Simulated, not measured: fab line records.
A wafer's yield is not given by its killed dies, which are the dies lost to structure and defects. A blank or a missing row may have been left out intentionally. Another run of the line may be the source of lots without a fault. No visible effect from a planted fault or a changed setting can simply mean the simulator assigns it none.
fab line records	flow sky130	part 1 of 2: steps 1 to 33 of 41
record: lots: 5	wafers: 15	last_day: 50
route steps=708 shown SD_N@342 SD_P@359 RES_XHIGH@360 SALICIDE@361 LI_CONTACT@362
lots with no fault: from the same line, run without faults
start_h: start of the lot's first displayed wafer, in hours after the record's first day	wait_h: hours since the lot's step before	" unchanged from the row above	L1.1+2: one row covering several wafers at once	- no value, or no start was given	* or withheld: withheld	< > ~ a bound
route shown NAME@n: names a module that has steps shown in the file, with the first one's number in the route	usual: mean/standard deviation taken from wafers without a fault	same: alike in all rows	chamber/n: place in a boat	sites: the reading at each site	_std_site: the standard deviation of these	_edge_site: the outer-site mean with the inner-site mean subtracted	radius_mm: how far each site lies from the wafer's centre	mask NAME#n: copy n	behind: the tool/chamber that last shaped the wafer	hold: cause of the lot's hold/its duration in hours/its outcome	device: which transistor (n, p or np) failed to switch	end of line: tests run on the same wafers once the route is complete	where a step has no rows: the recipe by itself	killed: dies that structure and defects cost at the first sort, which is not the same as the wafer's yield	map: per-die view of a wafer (x killed, . not killed, _ where there is no die)
set.NAME: setting as actually run; set.NAME@STEP: the setting as run at that earlier step	model.NAME: the simulator's own value behind a step, which no gauge read
lots at some steps of the route; a table a step, a row a wafer
services: the hour from which a tool's chamber was out of use, counted from the record's first day as start_h (under 0 if before that day), plus the number of hours and why
== steps ==
step: SKY_SD_N_DEHYDRATE_00
recipe: temp_c: 200	time_s: 60
lot.wafer	tool	chamber	start_h	wait_h
L076.2+4+6	litho_track-01	0	656.52	13.4
L083.1+2+3	litho_track-01	0	705.15	13.5
L090.1+2+6	litho_track-01	0	756.55	12.8
L093.2+5+6	litho_track-01	0	785.12	12.4
L096.1+2+4	litho_track-03	0	799.12	12.7
step: SKY_SD_N_HMDS_01
recipe: prime_time_s: 60	prime_temp_c: 120
same: prime_time_s: 60
lot.wafer	tool	chamber	start_h	wait_h
L076.2+4+6	litho_track-01	0	656.67	0.1
L083.1+2+3	litho_track-01	0	705.30	0.1
L090.1+2+6	litho_track-01	0	756.70	0.1
L093.2+5+6	litho_track-01	0	785.27	0.1
L096.1+2+4	litho_track-03	0	799.27	0.1
step: SKY_SD_N_COAT_02
recipe: resist: NOVOLAK	spin_rpm: 3000	resist_thk_nm: 1140
lot.wafer	tool	chamber	start_h	wait_h
L076.2+4+6	litho_track-01	0	656.82	0.1
L083.1+2+3	litho_track-01	0	705.45	0.1
L090.1+2+6	litho_track-01	0	756.85	0.1
L093.2+5+6	litho_track-01	0	785.42	0.1
L096.1+2+4	litho_track-03	0	799.42	0.1
step: SKY_SD_N_SOFTBAKE_03
recipe: temp_c: 90	time_s: 60	resist: NOVOLAK
lot.wafer	tool	chamber	start_h	wait_h
L076.2+4+6	litho_track-01	0	656.97	0.1
L083.1+2+3	litho_track-01	0	705.60	0.1
L090.1+2+6	litho_track-01	0	757.00	0.1
L093.2+5+6	litho_track-01	0	785.57	0.1
L096.1+2+4	litho_track-03	0	799.57	0.1
step: SKY_SD_N_EXPOSE_04
recipe: mask_id: NSDM	na: 0.6	source_shape: conventional	sigma_outer: 0.6	polarization: unpolarized	target_cd_nm: 380	dose_mj: 141
lot.wafer	tool	chamber	start_h	wait_h	mask
L076.2+4+6	iline_stepper-02	0	-	-	NSDM#0
L083.1+2+3	iline_stepper-01	0	-	-	NSDM#0
L090.1+2+6	iline_stepper-02	0	-	-	NSDM#0
L093.2+5+6	iline_stepper-02	0	-	-	NSDM#0
L096.1+2+4	iline_stepper-01	0	-	-	NSDM#0
step: SKY_SD_N_PEB_05
recipe: temp_c: withheld	time_s: *	resist: NOVOLAK
lot.wafer	tool	chamber	start_h	wait_h
L076.2+4+6	litho_track-04	0	-	-
L083.1+2+3	litho_track-04	0	-	-
L090.1+2+6	litho_track-03	0	-	-
L093.2+5+6	litho_track-01	0	-	-
L096.1+2+4	litho_track-03	0	-	-
step: SKY_SD_N_DEVELOP_06
recipe: resist: NOVOLAK	developer: TMAH	develop_time_s: 60	dev_temp_c: 23
lot.wafer	tool	chamber	start_h	wait_h
L076.2+4+6	litho_track-04	0	671.66	0.1
L083.1+2+3	litho_track-04	0	718.33	0.1
L090.1+2+6	litho_track-03	0	770.67	0.1
L093.2+5+6	litho_track-01	0	798.72	0.1
L096.1+2+4	litho_track-03	0	811.97	0.1
step: SKY_SD_N_CD_MEAS_07
recipe: target_cd_nm: 380
usual: cd_nm: 379.8/2.4
lot.wafer	tool	chamber	start_h	wait_h	cd_nm
L076.2	cd_sem-02	-	671.80	0.1	377.8
L076.4	"	-	"	"	379.2
L076.6	"	-	"	"	378.2
L083.1	cd_sem-02	-	718.48	0.1	378.3
L083.2	"	-	"	"	377.3
L083.3	"	-	"	"	379.8
L090.1	cd_sem-02	-	770.82	0.1	384.7
L090.2	"	-	"	"	382.8
L090.6	"	-	"	"	384.2
L093.2	cd_sem-02	-	798.87	0.1	380.7
L093.5	"	-	"	"	381.2
L093.6	"	-	"	"	379.8
L096.1	cd_sem-02	-	812.12	0.1	377.0
L096.2	"	-	"	"	377.4
L096.4	"	-	"	"	377.5
step: SKY_SD_N_OVL_MEAS_08
usual: SD_N_OVL: -0.3/1.5
lot.wafer	tool	chamber	start_h	wait_h	SD_N_OVL[nm]
L076.2	overlay-02	-	671.91	0.1	-0.2
L076.4	"	-	"	"	-1.1
L076.6	"	-	"	"	-1.7
L083.1	overlay-02	-	718.60	0.1	1.9
L083.2	"	-	"	"	0.2
L083.3	"	-	"	"	0.5
L090.1	overlay-02	-	770.94	0.1	-4.2
L090.2	"	-	"	"	-1.4
L090.6	"	-	"	"	-1.0
L093.2	overlay-01	-	798.97	0.1	-0.1
L093.5	"	-	"	"	-0.3
L093.6	"	-	"	"	0.5
L096.1	overlay-02	-	812.24	0.1	-1.8
L096.2	"	-	"	"	-0.5
L096.4	"	-	"	"	-2.2
step: SKY_SD_N_IMPLANT_09
recipe: species: As	energy_kev: 50	dose_cm2: 4e+15	tilt_deg: 0
usual: beam_on_s: 17.3/0.6	tilt_deg: 0.007/0.019
lot.wafer	tool	chamber	start_h	wait_h	beam_on_s	tilt_deg
L076.2	implanter-02	0	672.03	0.1	16.5	0.022
L076.4	"	0	"	"	16.7	0.016
L076.6	"	0	"	"	16.5	0.031
L083.1	implanter-04	0	718.64	0.0	17.8	0.010
L083.2	"	0	"	"	17.9	-0.001
L083.3	"	0	"	"	17.6	0.018
L090.1	implanter-04	0	770.97	0.0	18.4	-0.011
L090.2	"	0	"	"	17.8	0.007
L090.6	"	0	"	"	17.2	0.012
L093.2	implanter-03	0	799.03	0.0	17.9	0.007
L093.5	"	0	"	"	17.1	-0.012
L093.6	"	0	"	"	17.7	-0.011
L096.1	implanter-02	0	812.27	0.0	17.2	-0.003
L096.2	"	0	"	"	16.6	0.002
L096.4	"	0	"	"	17.6	0.010
step: SKY_SD_N_IMPLANT_10
recipe: species: P	energy_kev: 20	dose_cm2: 1e+14	tilt_deg: 0
usual: beam_on_s: 10.2/0.34	tilt_deg: 0.001/0.019
lot.wafer	tool	chamber	start_h	wait_h	beam_on_s	tilt_deg
L076.2	implanter-02	0	672.18	0.1	9.9	-0.006
L076.4	"	0	"	"	10.4	-0.010
L076.6	"	0	"	"	9.7	0.006
L083.1	implanter-04	0	718.79	0.1	10.4	-0.003
L083.2	"	0	"	"	10.7	0.001
L083.3	"	0	"	"	10.6	0.001
L090.1	implanter-04	0	771.12	0.1	10.3	0.008
L090.2	"	0	"	"	9.8	-0.006
L090.6	"	0	"	"	10.6	0.016
L093.2	implanter-03	0	799.18	0.1	10.4	0.012
L093.5	"	0	"	"	10.3	-0.020
L093.6	"	0	"	"	10.7	0.013
L096.1	implanter-02	0	812.42	0.1	10.0	0.019
L096.2	"	0	"	"	9.9	-0.011
L096.4	"	0	"	"	10.4	0.006
step: SKY_SD_N_STRIP_11
recipe: chemistry: O2/N2	power_w: 1400	pressure_mtorr: 1500	platen_temp_c: withheld	o2_flow_sccm: 3000	n2_flow_sccm: 300	overash_fraction: 0.5
usual: drypump_motor_current_A: 5.9/0.58	o2_flow_sccm: 3000/9.3	oes_product_au: 0.527/0.0045	strip_time_to_endpoint_s: 22.57/0.047
lot.wafer	tool	chamber	start_h	wait_h	drypump_motor_current_A	o2_flow_sccm	oes_product_au	rf_hours_counter_h	strip_time_to_endpoint_s
L076.2	plasma_asher-02	0	672.30	0.1	5.8	3006	0.539	83	22.51
L076.4	"	0	"	"	5.8	3007	0.526	-	22.52
L076.6	"	0	"	"	5.8	2996	0.531	-	22.51
L083.1	plasma_asher-04	0	718.94	0.1	5.1	3008	0.519	29	22.54
L083.2	"	1	"	"	6.7	2990	0.535	29	22.60
L083.3	"	1	"	"	6.7	2992	0.528	-	22.59
L090.1	plasma_asher-03	1	771.27	0.1	5.3	2998	0.519	63	22.53
L090.2	"	0	"	"	6.2	2998	0.528	63	22.57
L090.6	"	1	"	"	5.2	2995	0.528	-	22.60
L093.2	plasma_asher-02	0	799.30	0.1	5.8	3007	0.531	96	22.47
L093.5	"	0	"	"	5.8	3007	0.524	-	22.51
L093.6	"	1	"	"	6.5	2991	0.528	-	22.49
L096.1	plasma_asher-03	1	812.57	0.1	5.3	2995	0.530	67	22.60
L096.2	"	0	"	"	6.2	3008	0.525	67	22.64
L096.4	"	0	"	"	6.2	2994	0.528	-	22.66
step: SKY_SD_N_TW_MEAS_12
usual: SD_N_TW: 3985/34
lot.wafer	tool	chamber	start_h	wait_h	SD_N_TW
L076.2	film_metro-01	-	672.41	0.1	3991
L076.4	"	-	"	"	3981
L076.6	"	-	"	"	3987
L083.1	film_metro-01	-	719.04	0.1	3970
L083.2	"	-	"	"	3980
L083.3	"	-	"	"	3968
L090.1	film_metro-02	-	771.37	0.1	4040
L090.2	"	-	"	"	4048
L090.6	"	-	"	"	4053
L093.2	film_metro-01	-	799.41	0.1	3977
L093.5	"	-	"	"	3996
L093.6	"	-	"	"	3981
L096.1	film_metro-02	-	812.67	0.1	4035
L096.2	"	-	"	"	3996
L096.4	"	-	"	"	4029
step: SKY_SD_N_CLEAN_13
recipe: chemistry: SC1/SC2	mix: 1:4:20	temp_c: 70	time_s: 150	dry: n2_spin
usual: bath_guard_temp_C: 69.9/0.7	bath_heat_duty_pct: 13.0/1.4
lot.wafer	tool	chamber	start_h	wait_h	bath_guard_temp_C	bath_heat_duty_pct
L076.2	wet_bench-03	2	672.46	0.0	69.4	11.4
L076.4	"	2	"	"	69.6	12.1
L076.6	"	2	"	"	69.9	12.6
L083.1	wet_bench-04	0	719.10	0.1	70.3	15.6
L083.2	"	0	"	"	70.4	13.8
L083.3	"	0	"	"	70.4	15.4
L090.1	wet_bench-02	0	771.43	0.1	69.9	12.0
L090.2	"	0	"	"	69.8	11.4
L090.6	"	0	"	"	69.4	11.0
L093.2	wet_bench-02	3	799.46	0.0	68.8	12.3
L093.5	"	3	"	"	68.7	12.3
L093.6	"	3	"	"	68.7	12.5
L096.1	wet_bench-02	2	812.73	0.1	69.9	13.3
L096.2	"	2	"	"	70.2	11.7
L096.4	"	2	"	"	69.4	13.0
step: SKY_SD_N_RTA_14
recipe: temp_c: 1075	time_s: 2	idle_temp_c: 650	ramp_up_c_per_s: 150	ramp_down_c_per_s: 90	ambient: N2
usual: lamp_power_pct: 15.73/0.051	wafer_temp_C_max: 1078.0/1.3
lot.wafer	tool	chamber	start_h	wait_h	lamp_power_pct	wafer_temp_C_max
L076.2	rtp_anneal-01	0	672.53	0.0	15.69	1079.6
L076.4	"	0	"	"	15.84	1077.5
L076.6	"	0	"	"	15.70	1079.2
L083.1	rtp_anneal-01	0	719.15	0.0	15.73	1077.4
L083.2	"	0	"	"	15.68	1079.1
L083.3	"	0	"	"	15.77	1078.1
L090.1	rtp_anneal-02	0	771.48	0.0	15.70	1077.8
L090.2	"	0	"	"	15.78	1078.7
L090.6	"	0	"	"	15.67	1076.6
L093.2	rtp_anneal-01	0	799.52	0.0	15.77	1076.2
L093.5	"	0	"	"	15.77	1078.6
L093.6	"	0	"	"	15.79	1076.5
L096.1	rtp_anneal-02	0	812.78	0.0	15.73	1077.5
L096.2	"	0	"	"	15.64	1076.3
L096.4	"	0	"	"	15.74	1077.0
step: SKY_SD_N_RS_MEAS_16
recipe: thk_meas_gauge: four-point-probe
usual: SD_N_RS: 68.59/0.1
lot.wafer	tool	chamber	start_h	wait_h	SD_N_RS[ohm/sq]
L076.2	film_metro-03	-	672.72	0.1	68.62
L076.4	"	-	"	"	68.40
L076.6	"	-	"	"	68.66
L083.1	film_metro-01	-	719.32	0.1	68.62
L083.2	"	-	"	"	68.67
L083.3	"	-	"	"	68.83
L090.1	film_metro-03	-	771.66	0.1	68.78
L090.2	"	-	"	"	68.47
L090.6	"	-	"	"	68.61
L093.2	film_metro-01	-	799.71	0.1	68.67
L093.5	"	-	"	"	68.61
L093.6	"	-	"	"	68.61
L096.1	film_metro-01	-	812.96	0.1	68.57
L096.2	"	-	"	"	68.62
L096.4	"	-	"	"	68.42
step: SKY_SD_N_RS_MEAS_17
recipe: thk_meas_gauge: four-point-probe
usual: SD_P_RS: 147.16/0.3
lot.wafer	tool	chamber	start_h	wait_h	SD_P_RS[ohm/sq]
L076.2	film_metro-03	-	672.84	0.1	147.10
L076.4	"	-	"	"	147.37
L076.6	"	-	"	"	147.13
L083.1	film_metro-01	-	719.44	0.1	147.46
L083.2	"	-	"	"	147.99
L083.3	"	-	"	"	147.54
L090.1	film_metro-03	-	771.78	0.1	147.04
L090.2	"	-	"	"	146.89
L090.6	"	-	"	"	146.80
L093.2	film_metro-01	-	799.83	0.1	146.89
L093.5	"	-	"	"	147.11
L093.6	"	-	"	"	147.21
L096.1	film_metro-01	-	813.08	0.1	147.15
L096.2	"	-	"	"	147.07
L096.4	"	-	"	"	147.08
step: SKY_SD_N_RS_MEAS_18
recipe: thk_meas_gauge: four-point-probe
usual: RES_XHIGH_RS: 333.2/1.1
lot.wafer	tool	chamber	start_h	wait_h	RES_XHIGH_RS[ohm/sq]
L076.2	film_metro-03	-	672.96	0.1	333.9
L076.4	"	-	"	"	332.7
L076.6	"	-	"	"	333.1
L083.1	film_metro-01	-	719.56	0.1	334.2
L083.2	"	-	"	"	333.4
L083.3	"	-	"	"	333.2
L090.1	film_metro-03	-	771.90	0.1	333.6
L090.2	"	-	"	"	333.9
L090.6	"	-	"	"	333.6
L093.2	film_metro-01	-	799.95	0.1	335.6
L093.5	"	-	"	"	334.7
L093.6	"	-	"	"	334.9
L096.1	film_metro-01	-	813.20	0.1	332.8
L096.2	"	-	"	"	333.3
L096.4	"	-	"	"	332.2
step: SKY_SALICIDE_CLEAN_00
recipe: chemistry: HF-last	time_s: 30	dilution: 100:1	dry: ipa_marangoni
lot.wafer	tool	chamber	start_h	wait_h
L076.2+4+6	wet_bench-02	1	673.06	0.1
L083.1+2+3	wet_bench-04	0	719.68	0.1
L090.1+2+6	wet_bench-01	2	772.02	0.1
L093.2+5+6	wet_bench-01	2	800.05	0.1
L096.1+2+4	wet_bench-01	3	813.32	0.1
step: SKY_LI_CONTACT_HDPCVD_00
recipe: material: PSG	target_thk_nm: 930	sigma_open_frac: 0.3	time_s: 155	temp_c: 600	sih4_flow_sccm: 60	pressure_mtorr: 6
lot.wafer	tool	chamber	start_h	wait_h
L076.2+4+6	hdpcvd-02	2,1,2	673.07	0.0
L083.1+2+3	hdpcvd-01	1,0,2	719.70	0.0
L090.1+2+6	hdpcvd-02	1,2,2	772.04	0.0
L093.2+5+6	hdpcvd-01	0,2,0	800.06	0.0
L096.1+2+4	hdpcvd-01	0,2,1	813.33	0.0
step: SKY_LI_CONTACT_THK_MEAS_01
recipe: reads: PSG_of_LI_CONTACT_HDPCVD_00
usual: LI_CONTACT_HDPCVD_THK: 931/6.4
lot.wafer	tool	chamber	start_h	wait_h	LI_CONTACT_HDPCVD_THK[nm]
L076.2	film_metro-01	-	673.19	0.1	928
L076.4	"	-	"	"	929
L076.6	"	-	"	"	924
L083.1	film_metro-03	-	719.80	0.1	936
L083.2	"	-	"	"	933
L083.3	"	-	"	"	922
L090.1	film_metro-02	-	772.14	0.1	939
L090.2	"	-	"	"	928
L090.6	"	-	"	"	937
L093.2	film_metro-02	-	800.18	0.1	931
L093.5	"	-	"	"	940
L093.6	"	-	"	"	929
L096.1	film_metro-03	-	813.44	0.1	929
L096.2	"	-	"	"	932
L096.4	"	-	"	"	933
step: SKY_LI_CONTACT_CMP_02
recipe: material: PSG	down_force_psi: 4	platen_rpm: 60	pad_velocity_m_s: 0.94248
usual: motor_current_A: 11.7/0.93	platen_rpm: 60.00/0.035	time_to_endpoint_s: 33.0/2
lot.wafer	tool	chamber	start_h	wait_h	motor_current_A	platen_rpm	time_to_endpoint_s
L076.4	cmp-02	2	673.24	0.0	11.6	60.05	32.9
L076.2	"	3	"	"	10.7	59.98	34.8
L076.6	"	3	"	"	11.3	59.97	36.7
L083.1	cmp-02	1	719.91	0.1	10.1	60.01	33.7
L083.2	"	2	"	"	12.7	60.08	33.8
L083.3	"	3	"	"	11.6	60.00	31.4
L090.1	cmp-02	2	772.20	0.1	12.1	59.90	33.7
L090.2	"	1	"	"	9.9	59.97	34.4
L090.6	"	2	"	"	11.9	59.92	38.5
L093.2	cmp-02	1	800.23	0.0	10.4	59.96	32.3
L093.6	"	1	"	"	10.1	60.00	32.1
L093.5	"	2	"	"	12.0	60.02	34.2
L096.4	cmp-02	0	813.50	0.0	12.2	60.00	33.1
L096.1	"	1	"	"	10.0	60.00	31.1
L096.2	"	2	"	"	12.2	60.03	33.1
step: SKY_LI_CONTACT_BOW_MEAS_03
recipe: mode: bow
usual: LI_CONTACT_BOW: 56/7.7
lot.wafer	tool	chamber	start_h	wait_h	LI_CONTACT_BOW[um]
L076.2	film_metro-02	-	673.56	0.2	62
L076.4	"	-	"	"	63
L076.6	"	-	"	"	56
L083.1	film_metro-01	-	720.16	0.2	61
L083.2	"	-	"	"	67
L083.3	"	-	"	"	59
L090.1	film_metro-03	-	772.50	0.2	58
L090.2	"	-	"	"	57
L090.6	"	-	"	"	52
L093.2	film_metro-01	-	800.55	0.3	57
L093.5	"	-	"	"	50
L093.6	"	-	"	"	52
L096.1	film_metro-01	-	813.80	0.2	48
L096.2	"	-	"	"	57
L096.4	"	-	"	"	55
step: SKY_LI_CONTACT_DEHYDRATE_04
recipe: temp_c: 200	time_s: 60
lot.wafer	tool	chamber	start_h	wait_h
L076.2+4+6	litho_track-02	0	686.53	13.0
L083.1+2+3	litho_track-01	0	733.40	13.2
L090.1+2+6	litho_track-02	0	785.06	12.5
L093.2+5+6	litho_track-02	0	812.53	12.0
L096.1+2+4	litho_track-01	0	826.80	13.0
step: SKY_LI_CONTACT_HMDS_05
recipe: prime_time_s: 60	prime_temp_c: 120
same: prime_time_s: 60
lot.wafer	tool	chamber	start_h	wait_h
L076.2+4+6	litho_track-02	0	686.68	0.1
L083.1+2+3	litho_track-01	0	733.55	0.1
L090.1+2+6	litho_track-02	0	785.21	0.1
L093.2+5+6	litho_track-02	0	812.68	0.1
L096.1+2+4	litho_track-01	0	826.95	0.1
step: SKY_LI_CONTACT_COAT_06
recipe: resist: BARC	temp_c: withheld	time_s: withheld	spin_rpm: 3000	resist_thk_nm: 60
lot.wafer	tool	chamber	start_h	wait_h
L076.2+4+6	litho_track-02	0	686.83	0.1
L083.1+2+3	litho_track-01	0	733.70	0.1
L090.1+2+6	litho_track-02	0	785.36	0.1
L093.2+5+6	litho_track-02	0	812.83	0.1
L096.1+2+4	litho_track-01	0	827.10	0.1
step: SKY_LI_CONTACT_COAT_07
recipe: resist: KrF-thick	spin_rpm: 3000	resist_thk_nm: 450
lot.wafer	tool	chamber	start_h	wait_h
L076.2+4+6	litho_track-02	0	-	-
L083.1+2+3	litho_track-01	0	-	-
L090.1+2+6	litho_track-02	0	-	-
L093.2+5+6	litho_track-02	0	-	-
L096.1+2+4	litho_track-01	0	-	-
step: SKY_LI_CONTACT_SOFTBAKE_08
recipe: temp_c: 100	time_s: 90	resist: KrF-thick
lot.wafer	tool	chamber	start_h	wait_h
L076.2+4+6	litho_track-02	0	-	-
L083.1+2+3	litho_track-01	0	-	-
L090.1+2+6	litho_track-02	0	-	-
L093.2+5+6	litho_track-02	0	-	-
L096.1+2+4	litho_track-01	0	-	-
step: SKY_LI_CONTACT_EXPOSE_09
recipe: mask_id: LICM1	na: 0.8	source_shape: annular	sigma_inner: 0.55	sigma_outer: 0.85	target_cd_nm: 170	dose_mj: 38
lot.wafer	tool	chamber	start_h	wait_h	mask
L076.2+4+6	krf_scanner-02	0	-	-	LICM1#0
L083.1+2+3	krf_scanner-01	0	-	-	LICM1#0
L090.1+2+6	krf_scanner-01	0	-	-	LICM1#0
L093.2+5+6	krf_scanner-02	0	-	-	LICM1#0
L096.1+2+4	krf_scanner-02	0	-	-	LICM1#0
step: SKY_LI_CONTACT_PEB_10
recipe: peb_temp_c: withheld	peb_time_s: withheld	resist: KrF-thick
lot.wafer	tool	chamber	start_h	wait_h
L076.2+4+6	litho_track-04	0	-	-
L083.1+2+3	litho_track-02	0	-	-
L090.1+2+6	litho_track-04	0	-	-
L093.2+5+6	litho_track-02	0	-	-
L096.1+2+4	litho_track-04	0	-	-
step: SKY_LI_CONTACT_DEVELOP_11
recipe: develop_time_s: 60	resist: KrF-thick	dev_temp_c: 21
lot.wafer	tool	chamber	start_h	wait_h
L076.2+4+6	litho_track-04	0	-	-
L083.1+2+3	litho_track-02	0	-	-
L090.1+2+6	litho_track-04	0	-	-
L093.2+5+6	litho_track-02	0	-	-
L096.1+2+4	litho_track-04	0	-	-
step: SKY_LI_CONTACT_CD_MEAS_12
recipe: target_cd_nm: 170
usual: cd_nm: 170.3/1.6
lot.wafer	tool	chamber	start_h	wait_h	cd_nm
L076.2	cd_sem-01	-	701.85	-	168.5
L076.4	"	-	"	"	169.6
L076.6	"	-	"	"	169.6
L083.1	cd_sem-02	-	747.31	-	172.3
L083.2	"	-	"	"	172.3
L083.3	"	-	"	"	171.8
L090.1	cd_sem-02	-	799.18	-	170.3
L090.2	"	-	"	"	169.5
L090.6	"	-	"	"	169.5
L093.2	cd_sem-02	-	826.78	-	170.0
L093.5	"	-	"	"	169.0
L093.6	"	-	"	"	169.2
L096.1	cd_sem-01	-	840.53	-	170.1
L096.2	"	-	"	"	170.1
L096.4	"	-	"	"	169.8
step: SKY_LI_CONTACT_OVL_MEAS_13
usual: LI_CONTACT_OVL: -2/4.6
lot.wafer	tool	chamber	start_h	wait_h	LI_CONTACT_OVL[nm]
L076.2	overlay-02	-	701.96	0.1	2
L076.4	"	-	"	"	-2
L076.6	"	-	"	"	1
L083.1	overlay-01	-	747.43	0.1	2
L083.2	"	-	"	"	3
L083.3	"	-	"	"	-2
L090.1	overlay-02	-	799.30	0.1	2
L090.2	"	-	"	"	0
L090.6	"	-	"	"	-4
L093.2	overlay-02	-	826.88	0.1	5
L093.5	"	-	"	"	11
L093.6	"	-	"	"	6
L096.1	overlay-01	-	840.65	0.1	-10
L096.2	"	-	"	"	-7
L096.4	"	-	"	"	-9
